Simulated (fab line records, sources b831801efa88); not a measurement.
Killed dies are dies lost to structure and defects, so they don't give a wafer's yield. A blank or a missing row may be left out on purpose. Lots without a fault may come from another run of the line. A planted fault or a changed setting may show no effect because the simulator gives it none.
Which tool did it? | flow gf180mcu | 14 lots, 42 wafers sampled, at 3 steps of a route of 602

WHAT THE GAUGES READ, wafer by wafer
GF_M1_THK_MEAS_06: measures by xrf.
lot  | measured     | on            | M1_ALCU_THK (nm)
L916 | day 16 02:45 | film_metro-01 | 448 448 450
L917 | day 16 08:46 | film_metro-01 | 443 439 440
L918 | day 16 23:50 | film_metro-01 | 448 450 448
L920 | day 17 15:40 | film_metro-04 | 446 445 449
L928 | day 20 23:50 | film_metro-04 | 463 455 461
L929 | day 21 01:31 | film_metro-04 | 450 457 460
L931 | day 22 01:16 | film_metro-02 | 447 449 456
L932 | day 22 08:04 | film_metro-04 | 455 458 449
L933 | day 22 09:59 | film_metro-04 | 457 451 453
L934 | day 23 01:56 | film_metro-02 | 453 455 453
L936 | day 23 09:29 | film_metro-02 | 451 444 449
L937 | day 23 14:13 | film_metro-04 | 452 447 453
L938 | day 24 02:47 | film_metro-04 | 455 445 456
L939 | day 24 09:43 | film_metro-04 | 462 462 462

GF_V3_THK_MEAS_01.
lot  | measured     | on            | V3_CVD_00_THK (nm)
L916 | day 21 07:17 | film_metro-02 | 599 608 598
L917 | day 21 11:09 | film_metro-03 | 611 609 605
L918 | day 22 06:29 | film_metro-04 | 608 606 603
L920 | day 23 00:49 | film_metro-03 | 597 604 600
L928 | day 25 22:02 | film_metro-04 | 595 592 605
L929 | day 26 02:43 | film_metro-03 | 593 603 596
L931 | day 26 23:09 | film_metro-04 | 603 599 596
L932 | day 27 04:11 | film_metro-02 | 595 609 598
L933 | day 27 06:46 | film_metro-04 | 601 603 600
L934 | day 27 19:59 | film_metro-04 | 594 597 599
L936 | day 28 04:06 | film_metro-04 | 600 594 604
L937 | day 28 07:04 | film_metro-03 | 603 598 593
L938 | day 28 17:04 | film_metro-02 | 587 600 601
L939 | day 28 23:56 | film_metro-02 | 607 603 598

WHICH TOOL RAN EACH LOT (tool, then ch and the chambers of the sampled wafers, then the start)
lot  | GF_CONTACT_ETCH_17
L916 | rie_diel-02 ch 0,1, day 16 01:00
L917 | rie_diel-03 ch 1,2, day 16 07:00
L918 | rie_diel-01 ch 0,2,3, day 16 22:00
L920 | rie_diel-01 ch 1,2,3, day 17 14:00
L928 | rie_diel-02 ch 0,1,3, day 20 22:00
L929 | rie_diel-02 ch 0,1,2, day 20 23:00
L931 | rie_diel-01 ch 1,3, day 21 23:00
L932 | rie_diel-01 ch 0,1, day 22 06:00
L933 | rie_diel-03 ch 1,2, day 22 08:00
L934 | rie_diel-01 ch 0,2,3, day 23 00:00
L936 | rie_diel-01 ch 2,3, day 23 07:00
L937 | rie_diel-01 ch 2,3, day 23 12:00
L938 | rie_diel-02 ch 0,1,2, day 24 01:00
L939 | rie_diel-02 ch 0,3, day 24 08:00
- GF_CONTACT_ETCH_17: etches SiO2 in C4F8/O2/Ar, stops on CoSi2, target depth 860 nm.

WHAT THE TOOLS THEMSELVES READ (means of the sampled wafers that have a number; where no wafer has one, the mark that the record gives instead)
GF_CONTACT_ETCH_17.
lot  | tool        | oes_product_au (a.u.) | rf_fwd_power_W (W)
L916 | rie_diel-02 | 0.815                 | 1495
L917 | rie_diel-03 | 0.817                 | 1489
L918 | rie_diel-01 | 0.820                 | 1493
L920 | rie_diel-01 | 0.814                 | 1493
L928 | rie_diel-02 | 0.821                 | 1258
L929 | rie_diel-02 | 0.817                 | 1252
L931 | rie_diel-01 | 0.823                 | 1490
L932 | rie_diel-01 | 0.818                 | 1490
L933 | rie_diel-03 | 0.814                 | 1495
L934 | rie_diel-01 | 0.815                 | 1496
L936 | rie_diel-01 | 0.811                 | 1492
L937 | rie_diel-01 | 0.824                 | 1496
L938 | rie_diel-02 | 0.822                 | 1495
L939 | rie_diel-02 | 0.816                 | 1495

THE ANSWER, worked out from the rows above alone
Rule: what is usual is taken from the lots themselves. Put in order of their means at a reading, lots are off if they are a third of the lots or fewer, leave a main group of 4 or more, and stand apart from it by a gap of 3 or more times the standard deviation of the main group's means; of several such gaps the widest counts. A main group whose means are all the same, to the digits that the tables above print for the reading, isn't used. A lot without any number at a reading at which 4 lots or more have one is off too. The other lots that the step has rows for count as sound. The gauges are gone through in route order, then the tools' own readings, and for those a lot's mean is taken as printed above. The first step at which some lot is off is used, and at that step the reading that is off furthest; a lot without a number counts as furthest.
Off: L928, L929, at GF_CONTACT_ETCH_17 (rf_fwd_power_W). The main group: mean 1493 W, standard deviation 2.4.
A tool fits if, at that step or a process step before it, it ran every lot that is off, and no sound lot after the first of them. None of those tried fits.

WHAT THE SIMULATOR HAD PUT IN
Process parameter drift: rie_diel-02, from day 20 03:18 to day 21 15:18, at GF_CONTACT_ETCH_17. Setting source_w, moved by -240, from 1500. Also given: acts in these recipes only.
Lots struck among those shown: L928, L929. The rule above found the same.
